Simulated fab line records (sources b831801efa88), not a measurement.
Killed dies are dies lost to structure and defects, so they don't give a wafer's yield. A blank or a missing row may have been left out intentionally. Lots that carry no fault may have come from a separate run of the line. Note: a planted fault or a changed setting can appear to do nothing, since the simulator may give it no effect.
Comparing a struck lot with a sound one | flow sky130 | 15 out of 708 route steps
Sound: the wafers L867.3, L867.4, L867.5. Struck: wafers L855.1, L855.3, L855.6. Last of all comes the cause.
Order at every step that has rows: each side's tool, ch and its chambers, its first start. Under that, the readings that differ: sound wafers | struck wafers | difference of the means | sigmas: that difference in standard deviations of wafers without a fault.
alike: a reading whose means differ by less than 2 such deviations, as well as words and numbers matching on both sides. not compared: withheld readings; readings where some wafer has no value; bounds like >300 that might hide an equal value; numbers whose values overlap and for which the record gives no deviation.
The two part at a step that has a row with sigmas, a row that says differs or no value, or rows on one side only. When numbers do not overlap yet have no deviation, they are printed without sigmas and do not part them. Lack of a reading on every wafer of one side parts them only where that side has two or more wafers.

SKY_RES_PROTECT_STRIP_07: strips in O2/N2.
  sound on plasma_asher-02 ch 0,1, day 22 01:07; struck on plasma_asher-03 ch 0,1, day 17 23:56
  alike: drypump_motor_current_A, oes_product_au, strip_time_to_endpoint_s
  not compared: rf_hours_counter_h
SKY_RES_PROTECT_TW_MEAS_08:
  sound on film_metro-01, day 22 01:13; struck on film_metro-04, day 18 00:02
  reading      | sound          | struck         | difference | sigmas
  POLY_GATE_TW | 4148 4160 4162 | 4004 4005 3997 | -155       | -2
then, 2 steps without rows for these wafers: SKY_RES_PROTECT_CLEAN_09 (cleans in SC1/SC2, time 150 s); SKY_POLY_GATE_CVD_03 (deposits Si3N4 from DCS/NH3, target thk 75 nm, time 1290 s).
SKY_POLY_GATE_THK_MEAS_04:
  sound on film_metro-03, day 22 02:41; struck on film_metro-04, day 18 03:18
  reading                   | sound          | struck         | difference | sigmas
  POLY_GATE_CVD_03_THK (nm) | 73.6 73.0 73.5 | 74.4 74.4 75.4 | +1.4       | +2
then, 7 steps without rows for these wafers: SKY_POLY_GATE_DEHYDRATE_05 (time 60 s); SKY_POLY_GATE_HMDS_06 (prime time 60 s); SKY_POLY_GATE_COAT_07 (resist thk 110 nm); SKY_POLY_GATE_COAT_08 (resist thk 450 nm); SKY_POLY_GATE_SOFTBAKE_09 (time 90 s); SKY_POLY_GATE_EXPOSE_10 (exposes mask P1M, target cd 150 nm); SKY_POLY_GATE_PEB_11.
SKY_POLY_GATE_DEVELOP_12: develop time 60 s.
  sound on litho_track-02 ch 0, day 23 09:00; struck on litho_track-04 ch 0, day 19 08:00
  reading              | sound             | struck            | difference | sigmas
  developer_temp_C (C) | 20.88 21.06 20.97 | 18.84 18.87 18.98 | -2.07      | -19
SKY_POLY_GATE_CD_MEAS_13: target cd 150 nm.
  sound on cd_sem-02, day 23 09:22; struck on cd_sem-02, day 19 09:05
  alike: cd_nm
then, 1 step without rows for these wafers: SKY_PAD_OPEN_PROBE_99.

== WHERE THEY PART ==
Earliest at SKY_RES_PROTECT_TW_MEAS_08; latest, in this record, at SKY_POLY_GATE_DEVELOP_12. Later steps at which nothing parts them and some readings are alike: SKY_POLY_GATE_CD_MEAS_13.

WHY: whatever the simulator had introduced
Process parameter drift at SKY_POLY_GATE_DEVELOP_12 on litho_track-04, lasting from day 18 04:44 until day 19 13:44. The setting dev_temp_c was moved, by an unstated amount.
